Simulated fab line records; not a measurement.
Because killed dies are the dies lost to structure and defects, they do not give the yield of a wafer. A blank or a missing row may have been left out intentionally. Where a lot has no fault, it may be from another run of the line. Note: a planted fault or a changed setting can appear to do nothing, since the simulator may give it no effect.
One fault through the eyes of 2 desks :: flow gf180mcu :: each desk holds nothing but its own numbers, with what lay behind them at the end

AT THE METROLOGY DESK
Lot by lot, what the gauges showed, no matter which tool ran the lot: averages of those sampled wafers that carry a number. Marked OUT: a lot whose mean sits more than 4 standard deviations from the usual mean, which makes it out of limits; the brackets give that distance.
Columns: A = LVPWELL_OVL at GF_LVPWELL_OVL_MEAS_07, usual -0.4 nm; B = MVPSD_TW at GF_MVPSD_TW_MEAS_11, usual 549
lot: L601
first seen here: day 3 21:22
A: -1.2
B: 556

lot: L603
first seen here: day 4 07:52
A: 0.1
B: 557

lot: L606
first seen here: day 5 00:14
A: -0.7
B: 551

lot: L607
first seen here: day 5 04:10
A: -1.7
B: 541

lot: L608
first seen here: day 5 13:01
A: 0.2
B: 543

lot: L609
first seen here: day 5 16:11
A: -0.8
B: 543

lot: L610
first seen here: day 5 22:47
A: 0.3
B: 548

lot: L613
first seen here: day 6 19:13
A: 1.7
B: 543

lot: L616
first seen here: day 7 11:16
A: 1.3
B: 555

lot: L619
first seen here: day 8 02:35
A: 0.6
B: 546

lot: L620
first seen here: day 8 08:04
A: 0.4
B: 548

lot: L622
first seen here: day 8 19:04
A: -1.0
B: 556

lot: L623
first seen here: day 8 23:34
A: -1.8
B: 548

lot: L624
first seen here: day 9 07:35
A: -1.8
B: 558
This desk's verdict: no lot among the 14 shows anything out of limits.

DESK OF THE TOOL OWNER: lithoTrack-04
The tool's own readings at GF_POLY_GATE_PEB_08 (peb time 90 s): means of the sampled wafers that have a number, for each lot that ran on this tool. Marked OUT: a lot whose mean sits more than 4 standard deviations from the usual mean, which makes it out of limits; the brackets give that distance.
Columns: A = heaterPowerTotalW at GF_POLY_GATE_PEB_08, usual 85.70 W
lot: L601
first seen here: day 9 03:59
A: 85.63

lot: L606
first seen here: day 10 16:47
A: 85.69

lot: L609
first seen here: day 11 15:47
A: 85.62

lot: L613
first seen here: day 13 01:04
A: 86.32 (+7.8) OUT

lot: L619
first seen here: day 14 14:47
A: 86.39 (+8.7) OUT
Finding of this desk: L613, L619 out of limits; the first was L613 at day 13 01:04, on heaterPowerTotalW at GF_POLY_GATE_PEB_08. Within limits: L601, L606, L609.

ALL TOGETHER
At day 13 01:04, on L613, L619, the tool owner's desk was in a position to raise an alarm.
From the metrology desk's view, nothing was out of limits.
The metrology desk holds a record of L613, L619, inside its limits.
Every lot named ran GF_POLY_GATE_PEB_08 on lithoTrack-04.

WHAT WAS PUT IN BY THE SIMULATOR
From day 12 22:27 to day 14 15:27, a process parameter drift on lithoTrack-04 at GF_POLY_GATE_PEB_08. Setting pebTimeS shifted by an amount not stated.
Struck lots among those shown: L613, L619.
Hours from the fault's start to each desk's first reading out of limits: the tool owner's desk, 3.
